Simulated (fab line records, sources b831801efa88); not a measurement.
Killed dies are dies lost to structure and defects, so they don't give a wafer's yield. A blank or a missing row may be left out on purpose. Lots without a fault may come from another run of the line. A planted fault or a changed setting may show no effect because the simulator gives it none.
Chamber matching | flow gf180mcu | GF_V4_CVD_00 on hdpcvd-01: 3 sister chambers
The step deposits SiO2, target thk 600 nm, time 100 s. 20 wafers are shown with their chamber, then 10 later ones without.

WAFERS WITH THEIR CHAMBER
wafer  | chamber | run_length_s (s) | sih4_flow_sccm (sccm) | pressure_mtorr (mTorr)
L929.4 | 1       | 128.2            | 60.05                 | 6.012
L929.5 | 1       | 127.7            | 60.28                 | 5.986
L929.6 | 2       | 127.2            | 60.21                 | 5.993
L933.1 | 1       | 127.7            | 59.94                 | 6.020
L933.2 | 0       | 127.2            | 59.76                 | 6.000
L933.4 | 2       | 127.9            | 59.67                 | 6.011
L935.3 | 2       | 127.5            | 59.82                 | 6.014
L935.5 | 1       | 127.7            | 60.04                 | 6.000
L935.6 | 2       | 127.7            | 60.05                 | 6.002
L936.2 | 0       | 127.0            | 60.09                 | 6.001
L936.5 | 0       | 127.2            | 60.12                 | 5.996
L936.6 | 2       | 127.5            | 59.97                 | 6.001
L937.2 | 1       | 127.5            | 60.02                 | 5.998
L937.4 | 0       | 127.0            | 60.01                 | 6.006
L937.5 | 2       | 127.5            | 59.86                 | 6.002
L940.1 | 2       | 127.5            | 59.94                 | 6.012
L940.3 | 0       | 127.3            | 59.63                 | 5.993
L940.6 | 0       | 127.0            | 59.65                 | 5.989
L944.1 | 2       | 127.2            | 59.93                 | 6.008
L944.3 | 1       | 127.5            | 60.26                 | 5.984

SIGNATURES (means of the wafers above)
reading        | chamber 0 | chamber 1 | chamber 2 | scatter within a chamber
run_length_s   | 127.117   | 127.717   | 127.500   | 0.216
sih4_flow_sccm | 59.8767   | 60.0983   | 59.9312   | 0.175
pressure_mtorr | 5.99750   | 6.00000   | 6.00537   | 0.00951
Rule: a wafer's distance from a chamber is the root of the sum, over the readings, of the square of ((its reading less the chamber's mean) divided by the reading's scatter). The wafer belongs to the nearest chamber; if the next one is less than 2 further off, it can't be placed. The scatter: the root of (the sum of the squares of (reading less its chamber's mean) over the shown wafers, divided by (wafers less chambers)).

WAFERS WITHOUT THEIR CHAMBER
wafer  | run_length_s (s) | sih4_flow_sccm (sccm) | pressure_mtorr (mTorr)
L944.4 | 127.6            | 59.96                 | 5.997
L950.1 | 127.4            | 59.85                 | 5.997
L950.3 | 127.6            | 60.00                 | 6.023
L950.4 | 128.2            | 59.78                 | 6.001
L951.2 | 127.2            | 60.10                 | 5.993
L951.4 | 127.3            | 59.96                 | 6.029
L951.5 | 127.4            | 60.02                 | 5.991
L952.1 | 127.0            | 60.43                 | 5.998
L952.2 | 127.7            | 59.95                 | 5.978
L952.6 | 127.2            | 60.22                 | 6.003

WHICH CHAMBER EACH WENT THROUGH
wafer  | from the rows above          | in truth
L944.4 | can't be placed: 1 or 2 or 0 | 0
L950.1 | can't be placed: 2 or 0 or 1 | 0
L950.3 | can't be placed: 2 or 1 or 0 | 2
L950.4 | can't be placed: 1 or 2      | 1
L951.2 | can't be placed: 0 or 2 or 1 | 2
L951.4 | can't be placed: 2 or 0 or 1 | 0
L951.5 | can't be placed: 2 or 0 or 1 | 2
L952.1 | can't be placed: 0 or 2 or 1 | 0
L952.2 | can't be placed: 1 or 2 or 0 | 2
L952.6 | can't be placed: 0 or 2 or 1 | 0
Placed correctly: 0 of 10. Can't be placed from these rows: 10 (the true chamber is among the candidates in 10). Placed wrongly: 0.
